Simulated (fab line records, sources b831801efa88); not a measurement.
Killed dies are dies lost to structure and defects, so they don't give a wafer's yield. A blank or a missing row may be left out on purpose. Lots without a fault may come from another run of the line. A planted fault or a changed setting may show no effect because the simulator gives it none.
Problem report in the 8D (eight disciplines) form, filled by code | flow sky130 | the parts of the form that need people (team, actions taken, sign-off) are left out

1. THE PROBLEM
PASSIVATION_CVD_02_THK at SKY_PASSIVATION_THK_MEAS_03 reads a mean of 468 nm on 2 wafers of 2 lots; wafers without a fault read 542 nm with a standard deviation of 7. That is -11 standard deviations from the usual mean.
First seen on wafer L270.6, day 47 09:43, on film_metro-01. The record holds 30 wafers of 10 lots with a number at this step. Rule for "out", or "out of limits": more than 4 standard deviations from the usual mean. The other wafers with a number count as sound.

2. WHAT IT IS AND WHAT IT IS NOT
question                    | is                           | is not
which readings at this step | PASSIVATION_CVD_02_THK       | -
which lots                  | L269, L270                   | L258, L259, L260, L267, L273, L276, L277, L279
which wafers of those lots  | L269.2, L270.6               | L269.1, L269.4, L270.2, L270.3
read on which gauges        | film_metro-01, film_metro-02 | film_metro-04
when                        | from day 47 09:43            | up to then (14 sound wafers); but 14 sound wafers of L269, L273, L276, L277, L279 came after

3. SUSPECTS, AND WHAT RULES EACH OUT
Counting: a tool at a process step up to the reading stays a suspect if it ran every lot that is out. Sound lots after the first of them don't rule it out here, since some wafers of a struck lot are sound.
- the gauge at SKY_PASSIVATION_THK_MEAS_03: ruled out. The wafers that are out were read on 2 gauges (film_metro-01, film_metro-02).
- pecvd-02 at SKY_PASSIVATION_CVD_02 (deposits Si3N4, target thk 540 nm): kept. It ran every lot that is out, first L270 (day 47 09:29); its last sound lot up to then is L267 (day 46 17:23). Its own readings are out on those wafers: rf_fwd_power_W.
- Within pecvd-02 at SKY_PASSIVATION_CVD_02: the wafers that are out ran in chamber 0; their sound lot-mates ran in chambers 1, 2.
Left after counting: pecvd-02 at SKY_PASSIVATION_CVD_02.

4. THE CAUSE (what the simulator had put in)
Process parameter drift: pecvd-02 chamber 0, from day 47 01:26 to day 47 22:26, at SKY_PASSIVATION_CVD_02. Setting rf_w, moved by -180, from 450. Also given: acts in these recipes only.
Counting left only this tool.

5. THE CHAIN OF EFFECTS, in route order
Each row: a reading whose mean over the struck wafers that have a number lies more than 3 standard deviations from the usual. Only readings for which the record gives a usual standard deviation are gone through. hours: the time from each lot's start at the first step in this table that gives one to its start at this step, as a median over the lots. sigmas: the change in usual standard deviations.
hours | step                        | reading                | usual      | on struck wafers | change | sigmas
0     | SKY_PASSIVATION_CVD_02      | rf_fwd_power_W         | 449.0 W    | 267.9            | -181.1 | -99 or more
0     | SKY_PASSIVATION_THK_MEAS_03 | PASSIVATION_CVD_02_THK | 542 nm     | 468              | -74    | -11
20    | SKY_PASSIVATION_ETCH_11     | oes_product_au         | 0.978 a.u. | 0.921            | -0.057 | -7.9
41    | SKY_PAD_OPEN_PROBE_99       | killed_at_other        | 0.3        | 2.0              | +1.7   | +3.1
The process steps in it:
- SKY_PASSIVATION_CVD_02: deposits Si3N4, target thk 540 nm.
- SKY_PASSIVATION_ETCH_11: etches the open film in CF4/O2, stops on AlCu, target depth 725 nm, time 161.1 s.
- SKY_PAD_OPEN_PROBE_99

6. WHAT WOULD HAVE CAUGHT IT SOONER
In this record the first reading out of limits at a measuring or inspecting step was taken at day 47 09:43, 8 hours after the fault began at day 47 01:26.
The tool's own readings at SKY_PASSIVATION_CVD_02 were out on every struck wafer that the step has a row for (rf_fwd_power_W): an alarm limit on them would have fired on the first of those.
Of the lots that are out (2), L269 began SKY_PASSIVATION_CVD_02 on pecvd-02 after day 47 09:43. A hold on the tool at that time would have spared it.
